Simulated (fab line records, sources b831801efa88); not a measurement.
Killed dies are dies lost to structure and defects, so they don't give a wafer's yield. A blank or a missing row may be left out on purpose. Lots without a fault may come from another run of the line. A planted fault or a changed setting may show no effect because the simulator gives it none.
Which tool did it? | flow sky130 | 24 lots, 72 wafers sampled, at 6 steps of a route of 708

WHAT THE GAUGES READ, wafer by wafer
SKY_LOCAL_INTERCONNECT_RS_MEAS_01: measures by four-point-probe.
lot  | measured     | on            | LOCAL_INTERCONNECT_TIN_RS (ohm/sq)
L074 | day 29 06:40 | film_metro-01 | 13.94 14.00 13.75
L076 | day 29 16:52 | film_metro-03 | 14.37 14.15 14.36
L075 | day 29 18:53 | film_metro-02 | 13.91 13.92 13.82
L078 | day 30 19:31 | film_metro-01 | 14.20 14.16 14.17
L077 | day 31 01:43 | film_metro-01 | 13.99 14.12 13.89
L079 | day 31 07:32 | film_metro-01 | 14.06 14.22 14.21
L080 | day 31 19:02 | film_metro-03 | 14.12 13.83 13.85
L081 | day 31 21:58 | film_metro-02 | 14.00 13.97 14.14
L082 | day 32 07:07 | film_metro-01 | 14.05 13.99 13.95
L083 | day 32 11:52 | film_metro-02 | 14.07 14.04 14.28
L084 | day 33 05:59 | film_metro-01 | 14.16 14.06 14.30
L086 | day 33 10:55 | film_metro-03 | 14.49 14.46 14.36
L085 | day 33 13:06 | film_metro-01 | 13.84 13.84 13.76
L088 | day 33 17:58 | film_metro-02 | 13.84 14.04 13.99
L087 | day 33 23:52 | film_metro-01 | 14.18 14.39 14.11
L089 | day 34 05:11 | film_metro-03 | 14.37 14.40 14.31
L090 | day 34 06:17 | film_metro-02 | 13.88 13.79 13.94
L091 | day 34 21:08 | film_metro-03 | 13.81 14.11 13.83
L092 | day 35 03:21 | film_metro-03 | 14.10 13.97 13.94
L093 | day 35 08:52 | film_metro-01 | 14.13 14.08 14.23
L094 | day 35 16:28 | film_metro-03 | 13.91 13.91 13.73
L095 | day 36 02:59 | film_metro-03 | 13.89 14.13 13.96
L096 | day 36 22:42 | film_metro-01 | 14.25 14.27 14.29
L097 | day 37 02:57 | film_metro-02 | 14.20 14.15 13.86

SKY_CONTACT_THK_MEAS_01.
lot  | measured     | on            | CONTACT_CVD_00_THK (nm)
L074 | day 30 12:23 | film_metro-03 | 75.6 75.6 75.6
L076 | day 30 21:19 | film_metro-03 | 73.7 73.4 74.7
L075 | day 31 00:38 | film_metro-01 | 73.9 73.0 73.8
L078 | day 31 23:49 | film_metro-04 | 75.5 75.4 75.3
L077 | day 32 05:23 | film_metro-01 | 73.0 74.0 75.5
L079 | day 32 12:04 | film_metro-01 | 74.2 74.5 75.2
L080 | day 33 00:07 | film_metro-01 | 75.4 75.0 75.1
L081 | day 33 03:30 | film_metro-01 | 74.1 76.2 75.9
L082 | day 33 12:14 | film_metro-01 | 74.3 74.5 75.8
L083 | day 33 17:07 | film_metro-03 | 73.6 77.4 76.1
L084 | day 34 10:17 | film_metro-01 | 73.8 74.9 75.4
L086 | day 34 14:40 | film_metro-01 | 74.5 74.4 74.2
L085 | day 34 18:05 | film_metro-03 | 72.8 75.0 74.1
L088 | day 34 21:53 | film_metro-04 | 73.9 74.9 74.4
L087 | day 35 03:49 | film_metro-03 | 73.6 73.7 75.4
L089 | day 35 09:17 | film_metro-01 | 74.8 76.0 75.6
L090 | day 35 10:21 | film_metro-04 | 74.9 73.6 75.1
L091 | day 36 00:38 | film_metro-04 | 73.9 74.2 74.4
L092 | day 36 06:20 | film_metro-01 | 75.5 75.7 75.3
L093 | day 36 12:22 | film_metro-04 | 73.5 75.0 75.8
L094 | day 36 18:43 | film_metro-01 | 73.9 75.4 75.0
L095 | day 37 06:04 | film_metro-04 | 74.1 77.1 74.5
L096 | day 38 00:35 | film_metro-01 | 75.0 76.6 75.2
L097 | day 38 05:13 | film_metro-01 | 73.7 75.7 74.4

SKY_CAP2M_THK_MEAS_04: measures by xrf.
lot  | measured     | on            | CAP2M_TIN_THK (nm)
L074 | day 39 19:01 | film_metro-01 | 204.4 205.4 204.2
L076 | day 40 03:35 | film_metro-01 | 202.3 201.7 202.5
L075 | day 40 07:38 | film_metro-01 | 205.7 204.3 202.1
L078 | day 41 03:03 | film_metro-01 | 200.3 199.5 200.0
L077 | day 41 08:00 | film_metro-02 | 207.7 201.5 202.8
L079 | day 41 14:43 | film_metro-02 | 204.8 205.0 205.5
L080 | day 42 00:22 | film_metro-01 | 202.8 204.1 203.0
L081 | day 42 03:51 | film_metro-02 | 204.1 204.5 203.2
L082 | day 42 11:52 | film_metro-03 | 200.3 196.6 201.4
L083 | day 42 14:02 | film_metro-02 | 199.4 198.1 200.3
L084 | day 43 03:58 | film_metro-02 | 203.7 202.5 203.7
L086 | day 43 07:42 | film_metro-01 | 202.3 203.8 204.5
L085 | day 43 12:50 | film_metro-03 | 200.9 200.8 199.8
L088 | day 43 16:33 | film_metro-02 | 203.1 200.7 202.3
L087 | day 43 20:04 | film_metro-03 | 203.1 203.6 202.1
L089 | day 44 01:53 | film_metro-01 | 207.2 205.8 209.2
L090 | day 44 02:48 | film_metro-01 | 205.4 205.5 203.7
L091 | day 44 13:26 | film_metro-01 | 202.1 203.2 202.0
L092 | day 44 18:41 | film_metro-02 | 198.5 196.1 199.9
L093 | day 44 22:57 | film_metro-01 | 204.7 206.2 204.1
L094 | day 45 06:05 | film_metro-02 | 202.5 203.2 202.9
L095 | day 45 16:26 | film_metro-03 | 201.1 204.7 203.7
L096 | day 46 06:23 | film_metro-02 | 198.3 199.7 198.3
L097 | day 46 11:12 | film_metro-03 | 199.4 198.6 197.7

WHICH TOOL RAN EACH LOT (tool, then ch and the chambers of the sampled wafers, then the start)
lot  | SKY_CONTACT_STRIP_19                 | SKY_VIA2_CVD_21               | SKY_METAL3_SPUTTER_03
L074 | plasma_asher-01 ch 0,1, day 31 16:11 | cvd_w-02 ch 0,1, day 36 10:22 | pvd_sputter-04, day 36 11:02
L076 | plasma_asher-02 ch 0,1, day 32 01:14 | cvd_w-01 ch 0,1, day 36 19:33 | pvd_sputter-04, day 36 20:15
L075 | plasma_asher-01 ch 0,1, day 32 04:39 | cvd_w-01 ch 0,1, day 36 23:17 | pvd_sputter-01, day 36 23:59
L078 | plasma_asher-03 ch 0,1, day 33 04:21 | cvd_w-01 ch 0,1, day 37 20:13 | pvd_sputter-04, day 37 20:52
L077 | plasma_asher-03 ch 0,1, day 33 09:02 | cvd_w-02 ch 0, day 38 01:24   | pvd_sputter-01, day 38 02:05
L079 | plasma_asher-03 ch 0,1, day 33 16:18 | cvd_w-01 ch 0,1, day 38 08:31 | pvd_sputter-01, day 38 09:12
L080 | plasma_asher-03 ch 0,1, day 34 04:04 | cvd_w-02 ch 0, day 38 18:08   | pvd_sputter-01, day 38 18:50
L081 | plasma_asher-01 ch 0,1, day 34 07:37 | cvd_w-02 ch 0,1, day 38 22:30 | pvd_sputter-02, day 38 23:12
L082 | plasma_asher-02 ch 0,1, day 34 16:00 | cvd_w-01 ch 0,1, day 39 06:21 | pvd_sputter-02, day 39 07:00
L083 | plasma_asher-03 ch 0,1, day 34 20:48 | cvd_w-01 ch 0,1, day 39 09:48 | pvd_sputter-01, day 39 10:29
L084 | plasma_asher-03 ch 0,1, day 35 13:03 | cvd_w-02 ch 0,1, day 40 00:28 | pvd_sputter-01, day 40 01:10
L086 | plasma_asher-03 ch 0,1, day 35 18:01 | cvd_w-01 ch 0,1, day 40 03:28 | pvd_sputter-02, day 40 04:10
L085 | plasma_asher-02 ch 0,1, day 35 21:10 | cvd_w-01 ch 1, day 40 09:38   | pvd_sputter-01, day 40 10:20
L088 | plasma_asher-03 ch 0,1, day 36 00:43 | cvd_w-02 ch 0,1, day 40 13:16 | pvd_sputter-04, day 40 13:58
L087 | plasma_asher-02 ch 0,1, day 36 06:40 | cvd_w-01 ch 0,1, day 40 18:00 | pvd_sputter-02, day 40 18:42
L089 | plasma_asher-03 ch 0,1, day 36 12:16 | cvd_w-01 ch 0,1, day 40 23:02 | pvd_sputter-04, day 40 23:44
L090 | plasma_asher-03 ch 0,1, day 36 13:16 | cvd_w-01 ch 0,1, day 41 00:25 | pvd_sputter-01, day 41 01:07
L091 | plasma_asher-01 ch 0,1, day 37 03:32 | cvd_w-01 ch 0,1, day 41 12:58 | pvd_sputter-04, day 41 13:40
L092 | plasma_asher-02 ch 0,1, day 37 09:11 | cvd_w-02 ch 0,1, day 41 18:37 | pvd_sputter-02, day 41 19:19
L093 | plasma_asher-02 ch 0,1, day 37 13:45 | cvd_w-02 ch 0,1, day 41 22:34 | pvd_sputter-01, day 41 23:16
L094 | plasma_asher-03 ch 0,1, day 37 20:56 | cvd_w-01 ch 0,1, day 42 04:43 | pvd_sputter-02, day 42 05:23
L095 | plasma_asher-01 ch 0,1, day 38 08:17 | cvd_w-01 ch 0,1, day 42 16:41 | pvd_sputter-04, day 42 17:21
L096 | plasma_asher-01 ch 0,1, day 39 03:05 | cvd_w-01 ch 0,1, day 43 08:04 | pvd_sputter-01, day 43 08:46
L097 | plasma_asher-03 ch 0,1, day 39 06:54 | cvd_w-02 ch 0,1, day 43 12:45 | pvd_sputter-04, day 43 13:27
- SKY_CONTACT_STRIP_19: strips in O2/N2.
- SKY_VIA2_CVD_21: deposits W, target thk 420 nm, time 126.4 s.
- SKY_METAL3_SPUTTER_03: material Ti, target thk 5 nm, time 3.3 s.

WHAT THE TOOLS THEMSELVES READ (means of the sampled wafers that have a number; where no wafer has one, the mark that the record gives instead)
SKY_CONTACT_STRIP_19.
lot  | tool            | chamber_pressure_mTorr (mTorr) | drypump_motor_current_A (A) | o2_flow_sccm (sccm) | oes_product_au (a.u.) | strip_time_to_endpoint_s (s)
L074 | plasma_asher-01 | 1499.3                         | 5.6                         | 2992                | 0.384                 | 3.63
L076 | plasma_asher-02 | 1500.6                         | 5.8                         | 3014                | 0.377                 | 3.65
L075 | plasma_asher-01 | 1500.3                         | 5.6                         | 2999                | 0.385                 | 3.60
L078 | plasma_asher-03 | 1500.5                         | 6.1                         | 2991                | 0.379                 | 3.62
L077 | plasma_asher-03 | 1500.6                         | 5.9                         | 3001                | 0.380                 | 3.63
L079 | plasma_asher-03 | 1498.2                         | 5.9                         | 3008                | 0.376                 | 3.59
L080 | plasma_asher-03 | 1499.5                         | 5.9                         | 3010                | 0.383                 | 3.64
L081 | plasma_asher-01 | 1501.0                         | 5.6                         | 2993                | 0.384                 | 3.64
L082 | plasma_asher-02 | 1499.8                         | 5.8                         | 2992                | 0.382                 | 3.63
L083 | plasma_asher-03 | 1499.0                         | 5.9                         | 2996                | 0.379                 | 3.56
L084 | plasma_asher-03 | 1498.7                         | 6.1                         | 2989                | 0.382                 | 3.62
L086 | plasma_asher-03 | 1499.8                         | 5.9                         | 2996                | 0.378                 | 3.60
L085 | plasma_asher-02 | 1499.7                         | 5.8                         | 2993                | 0.383                 | 3.62
L088 | plasma_asher-03 | 1499.3                         | 6.1                         | 3002                | 0.381                 | 3.65
L087 | plasma_asher-02 | 1500.4                         | 5.7                         | 3006                | 0.381                 | 3.61
L089 | plasma_asher-03 | 1501.1                         | 6.1                         | 2991                | 0.381                 | 3.64
L090 | plasma_asher-03 | 1500.2                         | 5.9                         | 3003                | 0.377                 | 3.59
L091 | plasma_asher-01 | 1499.9                         | 5.9                         | 2999                | 0.384                 | 3.62
L092 | plasma_asher-02 | 1500.2                         | 5.7                         | 3003                | 0.383                 | 3.63
L093 | plasma_asher-02 | 1499.2                         | 5.7                         | 2999                | 0.382                 | 3.61
L094 | plasma_asher-03 | 1500.7                         | 5.9                         | 3005                | 0.383                 | 3.61
L095 | plasma_asher-01 | 1499.0                         | 6.0                         | 2994                | 0.377                 | 3.60
L096 | plasma_asher-01 | 1502.6                         | 5.9                         | 2997                | 0.388                 | 3.66
L097 | plasma_asher-03 | 1501.5                         | 6.2                         | 3003                | 0.379                 | 3.62

SKY_VIA2_CVD_21.
lot  | tool     | heater_power_outer_w (W) | heater_power_w (W)
L074 | cvd_w-02 | 522                      | 865
L076 | cvd_w-01 | 547                      | 966
L075 | cvd_w-01 | 555                      | 953
L078 | cvd_w-01 | 549                      | 958
L077 | cvd_w-02 | 519                      | 924
L079 | cvd_w-01 | 552                      | 965
L080 | cvd_w-02 | 524                      | 905
L081 | cvd_w-02 | 521                      | 873
L082 | cvd_w-01 | 553                      | 947
L083 | cvd_w-01 | 534                      | 919
L084 | cvd_w-02 | 527                      | 855
L086 | cvd_w-01 | 549                      | 937
L085 | cvd_w-01 | 511                      | 904
L088 | cvd_w-02 | 521                      | 887
L087 | cvd_w-01 | 530                      | 923
L089 | cvd_w-01 | 549                      | 952
L090 | cvd_w-01 | 529                      | 916
L091 | cvd_w-01 | 532                      | 897
L092 | cvd_w-02 | 524                      | 889
L093 | cvd_w-02 | 518                      | 852
L094 | cvd_w-01 | 529                      | 926
L095 | cvd_w-01 | 551                      | 938
L096 | cvd_w-01 | 525                      | 922
L097 | cvd_w-02 | 519                      | 846

SKY_METAL3_SPUTTER_03.
lot  | tool           | throttle_valve_pct (%)
L074 | pvd_sputter-04 | 30.7
L076 | pvd_sputter-04 | 31.0
L075 | pvd_sputter-01 | 29.7
L078 | pvd_sputter-04 | 31.4
L077 | pvd_sputter-01 | 29.8
L079 | pvd_sputter-01 | 30.2
L080 | pvd_sputter-01 | 29.6
L081 | pvd_sputter-02 | 30.8
L082 | pvd_sputter-02 | 30.5
L083 | pvd_sputter-01 | 29.8
L084 | pvd_sputter-01 | 29.3
L086 | pvd_sputter-02 | 30.9
L085 | pvd_sputter-01 | 29.6
L088 | pvd_sputter-04 | 31.0
L087 | pvd_sputter-02 | 30.5
L089 | pvd_sputter-04 | 31.9
L090 | pvd_sputter-01 | 30.1
L091 | pvd_sputter-04 | 31.2
L092 | pvd_sputter-02 | 31.3
L093 | pvd_sputter-01 | 29.8
L094 | pvd_sputter-02 | 31.4
L095 | pvd_sputter-04 | 32.0
L096 | pvd_sputter-01 | 29.4
L097 | pvd_sputter-04 | 32.4

THE ANSWER, worked out from the rows above alone
Rule: what is usual is taken from the lots themselves. Put in order of their means at a reading, lots are off if they are a third of the lots or fewer, leave a main group of 4 or more, and stand apart from it by a gap of 3 or more times the standard deviation of the main group's means; of several such gaps the widest counts. A main group whose means are all the same, to the digits that the tables above print for the reading, isn't used. A lot without any number at a reading at which 4 lots or more have one is off too. The other lots that the step has rows for count as sound. The gauges are gone through in route order, then the tools' own readings, and for those a lot's mean is taken as printed above. The first step at which some lot is off is used, and at that step the reading that is off furthest; a lot without a number counts as furthest.
No lot is off at any reading shown: from this, nothing can be told.

WHAT THE SIMULATOR HAD PUT IN
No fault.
